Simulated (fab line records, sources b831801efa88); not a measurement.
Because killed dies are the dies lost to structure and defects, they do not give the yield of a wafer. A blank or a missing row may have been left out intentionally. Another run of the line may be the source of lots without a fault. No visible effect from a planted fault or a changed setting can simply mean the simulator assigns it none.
Which of the tools did it? | flow gf180mcu | 6 lots, 18 wafers sampled, at 3 steps of a route of 602

== WHAT THE GAUGES SHOWED, per wafer ==
GF_PASSIVATION_THK_MEAS_01.
lot  | measured     | on           | PASSIVATION_CVD_00_THK (nm)
L745 | day 28 14:20 | filmMetro-04 | 968 997 996
L748 | day 29 15:58 | filmMetro-04 | 990 1001 1009
L751 | day 30 13:07 | filmMetro-04 | 1055 1060 1051
L754 | day 31 09:54 | filmMetro-01 | 992 996 981
L761 | day 33 00:27 | filmMetro-04 | 998 987 1007
L765 | day 33 21:25 | filmMetro-04 | 974 975 982

== WHICH TOOL RAN EACH LOT (tool, then ch and the chambers of the sampled wafers, then the start) ==
lot  | GF_V4_CVD_02                    | GF_PASSIVATION_CVD_00
L745 | pecvd-02 ch 0,1,2, day 23 22:34 | pecvd-03 ch 0,1,2, day 28 14:14
L748 | pecvd-03 ch 0,1, day 25 06:02   | pecvd-04 ch 0,1,2, day 29 15:53
L751 | pecvd-02 ch 0,1,2, day 26 05:54 | pecvd-04 ch 0,1,2, day 30 13:02
L754 | pecvd-02 ch 1,2, day 27 05:24   | pecvd-01 ch 0,1,2, day 31 09:48
L761 | pecvd-02 ch 0,1, day 29 01:22   | pecvd-03 ch 0,1, day 33 00:22
L765 | pecvd-01 ch 0,1,2, day 30 04:17 | pecvd-01 ch 0,1,2, day 33 21:20
- GF_V4_CVD_02: deposits SiO2 from TEOS, target thk 850 nm, time 94.851 s.
- GF_PASSIVATION_CVD_00: deposits SiO2 from TEOS, target thk 1000 nm, time 111.95 s.

== THE ANSWER, worked out from the rows above alone ==
Rule: usual is defined by the lots themselves. Put in order of their means at a reading, lots are off if they are a third of the lots or fewer, leave a main group of 4 or more, and stand apart from it by a gap of 3 or more times the standard deviation of the main group's means; of several such gaps the widest counts. Not used: any main group whose means are identical at the precision the tables above print for the reading. A lot without any number at a reading at which 4 lots or more have one is off too. Any other lot the step has rows for is counted as sound.
Off: L751, at GF_PASSIVATION_THK_MEAS_01 (PASSIVATION_CVD_00_THK). For the main group the mean is 990 nm and the standard deviation 8.1.
If a tool, at a process step before that reading, ran all the lots that are off and no sound lot after the first of them, it fits. Those tools and the gauges at GF_PASSIVATION_THK_MEAS_01 are tried in the same way. One candidate fits, namely pecvd-04 at GF_PASSIVATION_CVD_00. Its last sound lot is L748 (day 29 15:53), its first lot that is off L751 (day 30 13:02): a fault that began between those two fits.

== WHAT THE SIMULATOR PUT IN ==
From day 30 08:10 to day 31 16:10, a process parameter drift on pecvd-04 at GF_PASSIVATION_CVD_00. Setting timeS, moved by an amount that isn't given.
Struck lots among those shown: L751. The rule given above showed the same thing.
